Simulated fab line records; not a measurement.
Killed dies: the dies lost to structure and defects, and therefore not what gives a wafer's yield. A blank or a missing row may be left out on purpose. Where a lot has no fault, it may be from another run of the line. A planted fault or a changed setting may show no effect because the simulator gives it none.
Which tool did it? -- flow gf180mcu -- 14 lots with 42 wafers sampled at 4 steps, on a route of 602 steps

## WHAT THE GAUGES SHOWED, per wafer
GF_POLY_GATE_OVL_MEAS_11.
lot,measured,on,POLY_GATE_OVL (nm)
L472,day 10 14:10,overlay-02,1 -4 6
L474,day 10 23:19,overlay-02,2 11 3
L475,day 11 03:13,overlay-01,0 5 5
L476,day 11 15:09,overlay-02,-4 6 -1
L478,day 12 06:17,overlay-02,-5 -6 3
L479,day 12 11:22,overlay-02,0 9 -3
L480,day 12 19:16,overlay-02,-3 -2 -2
L481,day 13 02:34,overlay-01,- - -
L482,day 13 08:43,overlay-02,- - -
L486,day 14 16:35,overlay-01,7 12 3
L488,day 15 01:52,overlay-01,5 2 0
L489,day 15 17:14,overlay-01,-5 -5 -6
L490,day 15 21:04,overlay-02,-1 0 5
L491,day 16 03:07,overlay-02,-8 -5 -9

GF_CONTACT_BOW_MEAS_05.
lot,measured,on,CONTACT_BOW (um)
L472,day 16 21:07,filmMetro-01,58 55 51
L474,day 17 07:23,filmMetro-03,61 81 72
L475,day 17 11:47,filmMetro-03,65 59 68
L476,day 18 03:04,filmMetro-04,63 67 70
L478,day 18 23:48,filmMetro-04,59 63 56
L479,day 19 06:07,filmMetro-03,74 61 75
L480,day 19 13:01,filmMetro-01,64 60 61
L486,day 21 19:20,filmMetro-03,69 64 64
L488,day 22 06:34,filmMetro-03,60 64 72
L489,day 22 23:57,filmMetro-03,66 61 64
L490,day 23 01:37,filmMetro-04,70 69 67
L491,day 23 07:08,filmMetro-03,68 71 65

GF_V1_BOW_MEAS_05.
lot,measured,on,V1_BOW (um)
L472,day 18 23:32,filmMetro-01,75 74 70
L474,day 19 10:13,filmMetro-01,77 99 89
L475,day 19 15:00,filmMetro-03,76 71 79
L476,day 20 07:10,filmMetro-02,79 84 84
L478,day 21 03:27,filmMetro-03,84 89 82
L479,day 21 10:45,filmMetro-01,89 76 91
L480,day 21 16:51,filmMetro-01,79 75 76
L486,day 23 21:03,filmMetro-02,89 84 84
L488,day 24 06:34,filmMetro-02,79 82 93
L489,day 24 22:32,filmMetro-03,83 76 80
L490,day 25 00:37,filmMetro-01,85 83 82
L491,day 25 06:21,filmMetro-01,79 82 76

## EACH LOT AND THE TOOL THAT RAN IT (in order: tool; ch and the chambers of the sampled wafers; start)
lot,GF_POLY_GATE_EXPOSE_07
L472,"krfScanner-01 ch 0, day 10 05:26"
L474,"krfScanner-01 ch 0, day 10 14:23"
L475,"krfScanner-01 ch 0, day 10 17:56"
L476,"krfScanner-02 ch 0, day 11 05:49"
L478,"krfScanner-02 ch 0, day 11 21:06"
L479,"krfScanner-01 ch 0, day 12 01:55"
L480,"krfScanner-01 ch 0, day 12 09:26"
L481,"krfScanner-02, day 12 17:05"
L482,"krfScanner-02, day 12 22:46"
L486,"krfScanner-01 ch 0, day 14 06:23"
L488,"krfScanner-02 ch 0, day 14 15:05"
L489,"krfScanner-02 ch 0, day 15 05:59"
L490,"krfScanner-02 ch 0, day 15 10:43"
L491,"krfScanner-02 ch 0, day 15 16:22"
- GF_POLY_GATE_EXPOSE_07: exposes mask Poly2, target cd 280 nm.

## AS READ BY THE TOOLS THEMSELVES (means over the sampled wafers that have a number; for cases with no such wafer, the mark the record gives instead)
GF_POLY_GATE_EXPOSE_07.
lot,tool,exposureDoseMJCm2,focusOffsetNm (nm)
L472,krfScanner-01,27.388,0.3
L474,krfScanner-01,27.433,-0.1
L475,krfScanner-01,27.420,0.2
L476,krfScanner-02,27.377,0.3
L478,krfScanner-02,27.386,-0.2
L479,krfScanner-01,27.399,0.3
L480,krfScanner-01,27.397,0.7
L481,krfScanner-02,-,-
L482,krfScanner-02,-,-
L486,krfScanner-01,27.404,-0.2
L488,krfScanner-02,27.397,-0.4
L489,krfScanner-02,27.415,-0.8
L490,krfScanner-02,27.396,0.0
L491,krfScanner-02,27.400,0.1

## THE ANSWER, worked out from the rows above alone
Rule: the lots themselves supply what counts as usual. Put in order of their means at a reading, lots are off if they are a third of the lots or fewer, leave a main group of 4 or more, and stand apart from it by a gap of 3 or more times the standard deviation of the main group's means; of several such gaps the widest counts. Not used: any main group whose means are identical at the precision the tables above print for the reading. Also off: a lot with no number at a reading for which 4 or more lots have one. Where the step has rows for the other lots, those lots are counted as sound. After the gauges, taken in route order, come the tools' own readings; for these a lot's mean is taken, as printed above. The first step at which some lot is off is used, and at that step the reading that is off furthest; a lot without a number counts as furthest.
Off: at GF_POLY_GATE_OVL_MEAS_11 (POLY_GATE_OVL), L481, L482. Without a number there: L481, L482. The main group has a mean of 0 nm with a standard deviation of 4.1.
If a tool, at a process step before that reading, ran all the lots that are off and no sound lot after the first of them, it fits. The gauges at GF_POLY_GATE_OVL_MEAS_11 aren't tried: what is off there is off at GF_POLY_GATE_EXPOSE_07 too, on other tools, and a gauge's error can't cause that. None of those tried fits.

## WHAT HAD BEEN PUT IN BY THE SIMULATOR
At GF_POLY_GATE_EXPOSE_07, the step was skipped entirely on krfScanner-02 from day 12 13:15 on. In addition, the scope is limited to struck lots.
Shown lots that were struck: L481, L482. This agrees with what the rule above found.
